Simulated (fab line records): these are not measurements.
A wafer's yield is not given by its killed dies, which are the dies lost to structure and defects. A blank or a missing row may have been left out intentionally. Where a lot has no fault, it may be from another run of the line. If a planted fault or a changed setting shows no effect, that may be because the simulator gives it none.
Chamber matching ; flow sky130 ; cmp-01 running SKY_VIA1_CMP_02: 4 sister chambers
The step polishes SiO2. 20 wafers are shown with their chamber, then 9 later ones without.

## WAFERS WITH THEIR CHAMBER
wafer;chamber;motor_current_A (A)
L761.1;3;12.8
L761.2;0;13.1
L761.4;1;13.0
L762.2;2;12.9
L762.4;1;13.2
L762.6;1;14.1
L764.2;0;12.8
L764.3;3;13.6
L764.6;3;13.3
L768.1;3;13.0
L768.2;0;13.0
L768.6;3;13.9
L772.1;0;13.5
L772.3;3;13.7
L772.4;1;13.1
L773.3;2;12.7
L773.4;3;13.3
L773.6;2;13.6
L777.5;0;12.8
L777.6;3;12.8

SIGNATURES (averages over the wafers above)
reading;chamber 0;chamber 1;chamber 2;chamber 3;scatter within a chamber
motor_current_A;13.040;13.350;13.067;13.300;0.414
Rule: for a wafer and a chamber, the distance is found by dividing, reading by reading, the gap between the wafer's reading and the chamber's mean by the reading's scatter, squaring, summing and taking the root. The wafer belongs to the nearest chamber; if the next one is less than 2 further off, it can't be placed. The scatter is the square root of a quotient: the sum, over the shown wafers, of each reading's squared deviation from its chamber's mean, divided by wafers minus chambers.

## WAFERS MISSING THEIR CHAMBER
wafer;motor_current_A (A)
L779.1;12.6
L779.3;13.5
L779.6;12.1
L780.1;14.5
L780.3;14.0
L780.6;14.0
L781.1;12.7
L781.4;14.2
L781.5;13.6

## WHICH CHAMBER EACH WENT THROUGH
wafer;from the rows above;in truth
L779.1;can't be placed: 0 or 2 or 3 or 1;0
L779.3;can't be placed: 1 or 3 or 2 or 0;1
L779.6;can't be placed: 0 or 2 or 3 or 1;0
L780.1;can't be placed: 1 or 3 or 2 or 0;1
L780.3;can't be placed: 1 or 3 or 2 or 0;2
L780.6;can't be placed: 1 or 3 or 2 or 0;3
L781.1;can't be placed: 0 or 2 or 3 or 1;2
L781.4;can't be placed: 1 or 3 or 2 or 0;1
L781.5;can't be placed: 1 or 3 or 2 or 0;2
Placed correctly: 0 of 9. Cannot be placed on the basis of these rows: 9; the candidates contain the true chamber in 9. 0 placed wrongly.
